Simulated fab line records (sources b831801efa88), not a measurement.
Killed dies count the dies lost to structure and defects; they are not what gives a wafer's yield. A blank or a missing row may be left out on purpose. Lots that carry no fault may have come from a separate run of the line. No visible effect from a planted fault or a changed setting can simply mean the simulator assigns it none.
Which tool was responsible?    flow gf180mcu    72 wafers from 24 lots sampled at 5 of the route's 602 steps

## WHAT THE GAUGES READ, wafer by wafer
GF_M1_CD_MEAS_14: target cd 230 nm. Usual: cd-nm at 230.2 nm, with a standard deviation of 1.1.
lot   measured      on         cd-nm (nm)         flag
L074  day 17 06:58  cd-sem-02  228.4 229.2 229.5  
L075  day 17 11:02  cd-sem-02  228.2 229.3 229.2  
L076  day 17 22:02  cd-sem-02  230.9 229.5 229.9  
L077  day 18 05:58  cd-sem-01  232.4 233.1 233.6  
L078  day 18 15:04  cd-sem-01  230.2 230.6 231.8  
L079  day 18 19:01  cd-sem-02  231.3 230.5 230.6  
L080  day 19 09:52  cd-sem-02  230.9 230.1 231.4  
L081  day 19 18:54  cd-sem-01  228.8 230.1 230.2  
L082  day 20 06:05  cd-sem-02  230.4 229.8 229.6  
L083  day 20 10:31  cd-sem-02  229.2 228.9 229.0  
L084  day 21 05:41  cd-sem-01  229.9 229.8 231.0  
L085  day 21 11:25  cd-sem-02  230.1 229.8 229.9  
L086  day 21 21:41  cd-sem-02  230.6 230.1 230.6  
L087  day 22 03:48  cd-sem-01  231.1 231.7 232.9  
L088  day 22 17:52  cd-sem-02  229.6 230.5 231.0  
L089  day 23 00:59  cd-sem-02  231.0 231.1 230.0  
L090  day 23 06:14  cd-sem-02  229.4 229.7 228.9  
L091  day 23 09:20  cd-sem-02  229.4 231.5 231.2  
L092  day 23 18:09  cd-sem-02  228.7 228.6 230.1  
L093  day 23 22:38  cd-sem-02  230.7 229.7 231.1  
L094  day 24 06:18  cd-sem-01  230.5 229.5 229.6  
L095  day 24 15:12  cd-sem-01  229.3 229.9 228.1  
L096  day 24 20:55  cd-sem-02  229.2 229.6 230.1  
L097  day 25 07:09  cd-sem-02  229.2 229.8 229.7  

GF_V2_CD_MEAS_14: target cd 260 nm. Usual: cd-nm at 259.7 nm, with a standard deviation of 1.4.
lot   measured      on         cd-nm (nm)         flag
L074  day 20 11:14  cd-sem-02  261.5 260.2 261.8  
L075  day 20 16:51  cd-sem-01  258.4 258.8 258.3  
L076  day 21 03:48  cd-sem-01  259.9 259.5 259.8  
L077  day 21 11:02  cd-sem-02  258.6 257.8 258.5  
L078  day 21 19:31  cd-sem-02  259.6 260.7 260.6  
L079  day 21 23:21  cd-sem-01  259.4 260.2 259.4  
L080  day 22 16:55  cd-sem-01  256.6 257.2 257.5  
L081  day 22 23:14  cd-sem-01  257.4 257.3 256.5  
L082  day 23 10:08  cd-sem-02  260.2 258.8 260.5  
L083  day 23 12:55  cd-sem-01  258.9 260.0 259.3  
L084  day 24 07:26  cd-sem-01  258.5 259.1 258.9  
L085  day 24 11:58  cd-sem-01  259.2 257.5 259.2  
L086  day 24 21:17  cd-sem-02  260.0 260.5 260.8  
L087  day 25 03:37  cd-sem-01  262.5 261.9 261.2  
L088  day 25 15:34  cd-sem-02  261.9 261.4 260.8  
L089  day 25 23:41  cd-sem-02  264.4 263.1 262.7  
L090  day 26 04:30  cd-sem-01  258.2 259.7 259.4  
L091  day 26 06:48  cd-sem-01  260.5 261.4 260.0  
L092  day 26 15:27  cd-sem-01  260.8 260.7 260.1  
L093  day 26 19:47  cd-sem-01  258.0 257.0 257.0  
L094  day 27 01:14  cd-sem-01  259.8 260.4 259.7  
L095  day 27 10:11  cd-sem-02  260.8 260.4 261.0  
L096  day 27 16:07  cd-sem-01  260.8 260.9 259.1  
L097  day 28 01:19  cd-sem-02  260.4 258.6 259.0  

## TOOL THAT RAN EACH LOT (tool first, then ch and the chambers of the sampled wafers, then the start)
lot   GF_SALICIDE_SPUTTER_02        GF_CONTACT_CVD_24              GF_M2_SPUTTER_02
L074  pvd-sputter-02, day 15 08:07  cvd-w-01 ch 0,1, day 16 08:06  pvd-sputter-02, day 18 09:53
L075  pvd-sputter-02, day 15 13:41  cvd-w-01 ch 0,1, day 16 12:20  pvd-sputter-04, day 18 13:47
L076  pvd-sputter-02, day 15 23:22  cvd-w-02 ch 0,1, day 16 22:15  pvd-sputter-04, day 19 01:25
L077  pvd-sputter-03, day 16 06:56  cvd-w-01 ch 0,1, day 17 06:12  pvd-sputter-04, day 19 09:07
L078  pvd-sputter-04, day 16 13:43  cvd-w-01 ch 0,1, day 17 14:26  pvd-sputter-02, day 19 18:36
L079  pvd-sputter-02, day 16 17:51  cvd-w-01 ch 0,1, day 17 18:05  pvd-sputter-02, day 19 22:31
L080  pvd-sputter-04, day 17 08:08  cvd-w-02 ch 0,1, day 18 09:23  pvd-sputter-04, day 20 13:13
L081  pvd-sputter-04, day 17 16:15  cvd-w-01 ch 0,1, day 18 17:27  pvd-sputter-02, day 20 22:38
L082  pvd-sputter-04, day 18 02:35  cvd-w-01 ch 0,1, day 19 04:50  pvd-sputter-04, day 21 09:31
L083  pvd-sputter-04, day 18 08:11  cvd-w-02 ch 0,1, day 19 09:10  pvd-sputter-04, day 21 13:22
L084  pvd-sputter-03, day 19 01:54  cvd-w-01 ch 0,1, day 20 04:32  pvd-sputter-03, day 22 08:41
L085  pvd-sputter-02, day 19 08:32  cvd-w-01 ch 0, day 20 11:07    pvd-sputter-04, day 22 13:26
L086  pvd-sputter-04, day 19 19:02  cvd-w-02 ch 0,1, day 20 21:02  pvd-sputter-04, day 22 23:47
L087  pvd-sputter-03, day 20 01:16  cvd-w-01 ch 0,1, day 21 03:38  pvd-sputter-02, day 23 06:23
L088  pvd-sputter-04, day 20 14:07  cvd-w-01 ch 0, day 21 16:20    pvd-sputter-03, day 23 19:04
L089  pvd-sputter-03, day 20 23:32  cvd-w-01 ch 0,1, day 22 00:41  pvd-sputter-04, day 24 02:05
L090  pvd-sputter-02, day 21 05:00  cvd-w-01 ch 0,1, day 22 06:09  pvd-sputter-02, day 24 08:01
L091  pvd-sputter-02, day 21 08:31  cvd-w-02 ch 0,1, day 22 09:45  pvd-sputter-04, day 24 10:41
L092  pvd-sputter-02, day 21 16:16  cvd-w-02 ch 0,1, day 22 19:01  pvd-sputter-02, day 24 19:13
L093  pvd-sputter-02, day 21 22:18  cvd-w-01 ch 0,1, day 22 23:48  pvd-sputter-03, day 24 23:58
L094  pvd-sputter-03, day 22 05:44  cvd-w-01 ch 0,1, day 23 07:01  pvd-sputter-03, day 25 06:55
L095  pvd-sputter-04, day 22 15:32  cvd-w-01 ch 1, day 23 16:20    pvd-sputter-04, day 25 15:20
L096  pvd-sputter-03, day 22 21:39  cvd-w-02 ch 0,1, day 23 22:07  pvd-sputter-04, day 25 21:17
L097  pvd-sputter-04, day 23 08:07  cvd-w-02 ch 0,1, day 24 08:19  pvd-sputter-04, day 26 07:05
- GF_SALICIDE_SPUTTER_02: material Co, target thk 10 nm, time 20 s.
- GF_CONTACT_CVD_24: deposits W, target thk 300 nm, time 90.339 s.
- GF_M2_SPUTTER_02: material AlCu, target thk 450 nm, time 23.9 s.

## WHAT THE TOOLS THEMSELVES READ (means of the sampled wafers that have a number; where no wafer has one, the mark that the record gives instead)
GF_SALICIDE_SPUTTER_02. Usual: throttle-valve-pct at 29.2 %, with a standard deviation of 1.
lot   tool            throttle-valve-pct (%)  flag
L074  pvd-sputter-02  30.0                    
L075  pvd-sputter-02  30.2                    
L076  pvd-sputter-02  30.2                    
L077  pvd-sputter-03  28.4                    
L078  pvd-sputter-04  28.5                    
L079  pvd-sputter-02  30.1                    
L080  pvd-sputter-04  28.5                    
L081  pvd-sputter-04  28.2                    
L082  pvd-sputter-04  28.4                    
L083  pvd-sputter-04  28.5                    
L084  pvd-sputter-03  28.5                    
L085  pvd-sputter-02  30.1                    
L086  pvd-sputter-04  28.5                    
L087  pvd-sputter-03  29.4                    
L088  pvd-sputter-04  28.3                    
L089  pvd-sputter-03  29.1                    
L090  pvd-sputter-02  30.0                    
L091  pvd-sputter-02  30.6                    
L092  pvd-sputter-02  30.2                    
L093  pvd-sputter-02  29.5                    
L094  pvd-sputter-03  28.3                    
L095  pvd-sputter-04  28.5                    
L096  pvd-sputter-03  30.2                    
L097  pvd-sputter-04  28.5                    

GF_CONTACT_CVD_24. Usual: heater-power-w at 871 W, with a standard deviation of 120.
lot   tool      heater-power-w (W)  flag
L074  cvd-w-01  942                 
L075  cvd-w-01  906                 
L076  cvd-w-02  907                 
L077  cvd-w-01  912                 
L078  cvd-w-01  821                 
L079  cvd-w-01  840                 
L080  cvd-w-02  816                 
L081  cvd-w-01  919                 
L082  cvd-w-01  831                 
L083  cvd-w-02  822                 
L084  cvd-w-01  831                 
L085  cvd-w-01  750                 
L086  cvd-w-02  827                 
L087  cvd-w-01  838                 
L088  cvd-w-01  756                 
L089  cvd-w-01  841                 
L090  cvd-w-01  945                 
L091  cvd-w-02  813                 
L092  cvd-w-02  862                 
L093  cvd-w-01  957                 
L094  cvd-w-01  852                 
L095  cvd-w-01  1039                
L096  cvd-w-02  848                 
L097  cvd-w-02  819                 

GF_M2_SPUTTER_02. Usual: throttle-valve-pct at 29.0 %, with a standard deviation of 0.94.
lot   tool            throttle-valve-pct (%)  flag
L074  pvd-sputter-02  29.9                    
L075  pvd-sputter-04  28.6                    
L076  pvd-sputter-04  28.3                    
L077  pvd-sputter-04  28.1                    
L078  pvd-sputter-02  30.6                    
L079  pvd-sputter-02  30.0                    
L080  pvd-sputter-04  28.5                    
L081  pvd-sputter-02  30.2                    
L082  pvd-sputter-04  28.4                    
L083  pvd-sputter-04  28.2                    
L084  pvd-sputter-03  29.4                    
L085  pvd-sputter-04  28.6                    
L086  pvd-sputter-04  28.5                    
L087  pvd-sputter-02  29.7                    
L088  pvd-sputter-03  29.0                    
L089  pvd-sputter-04  28.6                    
L090  pvd-sputter-02  29.9                    
L091  pvd-sputter-04  28.6                    
L092  pvd-sputter-02  29.5                    
L093  pvd-sputter-03  27.8                    
L094  pvd-sputter-03  29.5                    
L095  pvd-sputter-04  28.4                    
L096  pvd-sputter-04  28.8                    
L097  pvd-sputter-04  28.4                    

## THE ANSWER, worked out from the rows above alone
Rule: take the mean of a lot's wafers that have a number; if it is more than 3 standard deviations from the usual mean, the lot is off. A lot without any number at a reading at which 4 lots or more have one is off too. Where the step has rows for the other lots, those lots are counted as sound. After the gauges, taken in route order, come the tools' own readings; for these a lot's mean is taken, as printed above. The first step at which some lot is off is used, and at that step the reading that is off furthest; a lot without a number counts as furthest.
Across all readings shown, no lot is off: no conclusion can be drawn from this.

## WHAT THE SIMULATOR PUT IN
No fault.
